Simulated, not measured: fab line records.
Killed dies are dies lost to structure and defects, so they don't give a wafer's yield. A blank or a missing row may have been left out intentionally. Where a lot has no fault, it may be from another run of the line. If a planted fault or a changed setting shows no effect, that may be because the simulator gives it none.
Which tool was responsible? + flow gf180mcu + 14 lots, 41 wafers sampled, at 5 steps of a route of 602

WHAT THE GAUGES SHOWED, per wafer
GF_STI_BOW_MEAS_00. Usual: for INCOMING_BOW the level is -1 um and the standard deviation is 6.8.
| lot  | measured    | on           | INCOMING_BOW (um) | flag |
|------|-------------|--------------|-------------------|------|
| L565 | day 1 15:00 | filmMetro-03 | 3 -9 -3           |      |
| L566 | day 1 20:00 | filmMetro-01 | 3 -9 -2           |      |
| L568 | day 2 06:01 | filmMetro-01 | 2 2 0             |      |
| L569 | day 2 11:02 | filmMetro-02 | 10 9              |      |
| L570 | day 2 16:01 | filmMetro-03 | -4 9 -10          |      |
| L573 | day 3 07:01 | filmMetro-03 | -17 8 6           |      |
| L575 | day 3 17:01 | filmMetro-02 | 0 0 0             |      |
| L576 | day 3 22:00 | filmMetro-01 | -3 -13 -5         |      |
| L577 | day 4 03:01 | filmMetro-03 | -3 5 -12          |      |
| L579 | day 4 13:00 | filmMetro-01 | -8 8 2            |      |
| L580 | day 4 18:00 | filmMetro-01 | -1 3 -7           |      |
| L582 | day 5 04:01 | filmMetro-02 | -11 -2 2          |      |
| L586 | day 6 00:00 | filmMetro-03 | 6 0 -8            |      |
| L587 | day 6 05:00 | filmMetro-03 | -7 -3 -6          |      |

GF_STI_THK_MEAS_04. Usual: for STI_CVD_03_THK the level is 206.4 nm and the standard deviation is 2.1.
| lot  | measured    | on           | STI_CVD_03_THK (nm) | flag |
|------|-------------|--------------|---------------------|------|
| L565 | day 1 18:34 | filmMetro-01 | 210.9 207.4 208.0   |      |
| L566 | day 1 23:42 | filmMetro-01 | 209.2 208.0 208.5   |      |
| L568 | day 2 09:34 | filmMetro-03 | 208.5 207.6 209.5   |      |
| L569 | day 2 15:40 | filmMetro-03 | 210.9 210.4         |      |
| L570 | day 2 20:10 | filmMetro-03 | 205.0 206.1 205.4   |      |
| L573 | day 3 10:34 | filmMetro-02 | 206.5 206.7 206.8   |      |
| L575 | day 3 20:34 | filmMetro-02 | 204.3 205.0 205.0   |      |
| L576 | day 4 01:34 | filmMetro-01 | 207.3 204.9 207.4   |      |
| L577 | day 4 06:34 | filmMetro-02 | 207.0 205.3 206.2   |      |
| L579 | day 4 16:53 | filmMetro-03 | 204.8 207.2 205.3   |      |
| L580 | day 4 23:39 | filmMetro-03 | 205.3 205.7 207.7   |      |
| L582 | day 5 12:54 | filmMetro-03 | 206.1 205.0 205.8   |      |
| L586 | day 6 04:00 | filmMetro-03 | 205.2 201.1 203.2   |      |
| L587 | day 6 08:34 | filmMetro-03 | 202.8 204.1 203.2   |      |

GF_STI_THK_MEAS_22. Usual: for STI_OXIDATION_01_THK the level is 14.87 nm and the standard deviation is 0.24.
| lot  | measured    | on           | STI_OXIDATION_01_THK (nm) | flag |
|------|-------------|--------------|---------------------------|------|
| L565 | day 2 08:20 | filmMetro-02 | 15.16 14.95 15.18         |      |
| L566 | day 2 13:52 | filmMetro-03 | 14.83 14.41 14.69         |      |
| L568 | day 3 00:09 | filmMetro-03 | 15.04 14.84 15.12         |      |
| L569 | day 3 06:12 | filmMetro-01 | 14.61 14.90               |      |
| L570 | day 3 10:28 | filmMetro-03 | 14.64 14.97 14.62         |      |
| L573 | day 4 01:17 | filmMetro-01 | 14.85 14.96 14.78         |      |
| L575 | day 4 12:20 | filmMetro-02 | 14.76 14.62 14.66         |      |
| L576 | day 4 17:25 | filmMetro-01 | 14.54 14.78 14.50         |      |
| L577 | day 5 00:38 | filmMetro-03 | 14.22 14.38 14.60         |      |
| L579 | day 5 11:57 | filmMetro-03 | 14.83 15.18 15.01         |      |
| L580 | day 5 18:08 | filmMetro-01 | 14.99 15.15 14.81         |      |
| L582 | day 6 04:49 | filmMetro-03 | 15.37 15.15 15.31         |      |
| L586 | day 6 20:31 | filmMetro-02 | 15.03 15.23 15.18         |      |
| L587 | day 7 02:13 | filmMetro-03 | 14.87 14.80 14.88         |      |

GF_STI_THK_MEAS_24. Usual: for STI_CVD_23_THK the level is 677 nm and the standard deviation is 6.2.
| lot  | measured    | on           | STI_CVD_23_THK (nm)     | flag |
|------|-------------|--------------|-------------------------|------|
| L565 | day 2 08:28 | filmMetro-03 | 668 673 678             |      |
| L566 | day 2 14:00 | filmMetro-02 | 683 673 679             |      |
| L568 | day 3 00:17 | filmMetro-02 | 685 678 683             |      |
| L569 | day 3 06:20 | filmMetro-02 | 737 730 737 730         | OFF  |
| L570 | day 3 10:35 | filmMetro-01 | 745 737 681 745 737 681 | OFF  |
| L573 | day 4 01:25 | filmMetro-01 | 676 676 680             |      |
| L575 | day 4 12:29 | filmMetro-01 | 677 672 673             |      |
| L576 | day 4 17:32 | filmMetro-03 | 665 666 656             |      |
| L577 | day 5 00:46 | filmMetro-01 | 677 666 679             |      |
| L579 | day 5 12:05 | filmMetro-02 | 668 674 676             |      |
| L580 | day 5 18:16 | filmMetro-02 | 676 672 676             |      |
| L582 | day 6 04:58 | filmMetro-01 | 685 685 679             |      |
| L586 | day 6 20:40 | filmMetro-03 | 686 677 680             |      |
| L587 | day 7 02:21 | filmMetro-02 | 662 672 685             |      |

EACH LOT AND THE TOOL THAT RAN IT (in order: tool; ch and the chambers of the sampled wafers; start)
| lot  | GF_STI_CVD_23                   |
|------|---------------------------------|
| L565 | hdpcvd-01 ch 0,2, day 2 08:23   |
| L566 | hdpcvd-02 ch 0,2, day 2 13:56   |
| L568 | hdpcvd-02 ch 1,2, day 3 00:12   |
| L569 | hdpcvd-02 ch 2, day 3 06:14     |
| L570 | hdpcvd-02 ch 1,2, day 3 10:31   |
| L573 | hdpcvd-01 ch 1,2, day 4 01:20   |
| L575 | hdpcvd-01 ch 0,2, day 4 12:23   |
| L576 | hdpcvd-01 ch 0,1,2, day 4 17:28 |
| L577 | hdpcvd-01 ch 1,2, day 5 00:41   |
| L579 | hdpcvd-01 ch 0,2, day 5 12:01   |
| L580 | hdpcvd-01 ch 0,1, day 5 18:11   |
| L582 | hdpcvd-01 ch 1,2, day 6 04:52   |
| L586 | hdpcvd-01 ch 0,1, day 6 20:35   |
| L587 | hdpcvd-02 ch 0,1,2, day 7 02:16 |
- GF_STI_CVD_23: deposits SiO2, target thk 650 nm, time 108.3 s.

AS READ BY THE TOOLS THEMSELVES (means over the sampled wafers that have a number; for cases with no such wafer, the mark the record gives instead)
The record holds no such reading with a usual standard deviation.

THE ANSWER, worked out from the rows above alone
Rule: take the mean of a lot's wafers that have a number; if it is more than 3 standard deviations from the usual mean, the lot is off. A lot without any number at a reading at which 4 lots or more have one is off too. The other lots that the step has rows for count as sound. Order of review: gauges by route order, followed by the tools' own readings, for which a lot's mean as printed above is used. The first step at which some lot is off is used, and at that step the reading that is off furthest; a lot without a number counts as furthest.
Off: L569, L570, at GF_STI_THK_MEAS_24 (STI_CVD_23_THK).
If a tool, at a process step before that reading, ran all the lots that are off and no sound lot after the first of them, it fits. Those tools and the gauges at GF_STI_THK_MEAS_24 are tried in the same way. No candidate that was tried fits.

WHAT WAS PUT IN BY THE SIMULATOR
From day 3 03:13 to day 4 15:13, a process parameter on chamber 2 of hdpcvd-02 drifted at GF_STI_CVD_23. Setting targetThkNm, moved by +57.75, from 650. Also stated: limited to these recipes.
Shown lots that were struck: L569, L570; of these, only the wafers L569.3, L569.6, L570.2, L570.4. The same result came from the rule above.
